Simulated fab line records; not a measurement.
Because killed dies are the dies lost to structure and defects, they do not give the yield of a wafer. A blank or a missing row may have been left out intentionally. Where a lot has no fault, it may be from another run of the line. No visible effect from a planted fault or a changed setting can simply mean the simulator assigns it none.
Which tool was responsible? + flow gf180mcu + route of 602 steps, sampled at 1 step: 7 lots, 21 wafers

WHAT THE GAUGES READ, wafer by wafer
GF_MVSD_OVL_MEAS_07.
| lot  | measured    | on         | MVSD_OVL (nm)  |
|------|-------------|------------|----------------|
| L326 | day 4 20:53 | overlay-01 | -0.5 2.5 -0.8  |
| L330 | day 5 16:26 | overlay-02 | 0.0 -0.1 0.1   |
| L332 | day 6 02:24 | overlay-01 | -0.9 -1.5 -0.1 |
| L335 | day 6 23:03 | overlay-02 | 1.2 2.4 2.0    |
| L337 | day 7 08:23 | overlay-02 | -1.8 1.0 -0.4  |
| L339 | day 7 19:19 | overlay-01 | 0.6 1.7 3.3    |
| L341 | day 8 07:06 | overlay-01 | 1.6 -0.4 0.6   |

WHAT TOOL EACH LOT RAN ON (gives the tool, then ch and the chambers of the sampled wafers, and finally the start)
Record: no process step prior to these readings.

THE ANSWER, worked out from the rows above alone
Rule: the usual values come from the lots themselves. Put in order of their means at a reading, lots are off if they are a third of the lots or fewer, leave a main group of 4 or more, and stand apart from it by a gap of 3 or more times the standard deviation of the main group's means; of several such gaps the widest counts. A main group whose means are all the same, to the digits that the tables above print for the reading, isn't used. A lot without any number at a reading at which 4 lots or more have one is off too. All remaining lots with rows at the step are treated as sound.
No lot is off at any reading shown: from this, nothing can be told.

WHAT HAD BEEN PUT IN BY THE SIMULATOR
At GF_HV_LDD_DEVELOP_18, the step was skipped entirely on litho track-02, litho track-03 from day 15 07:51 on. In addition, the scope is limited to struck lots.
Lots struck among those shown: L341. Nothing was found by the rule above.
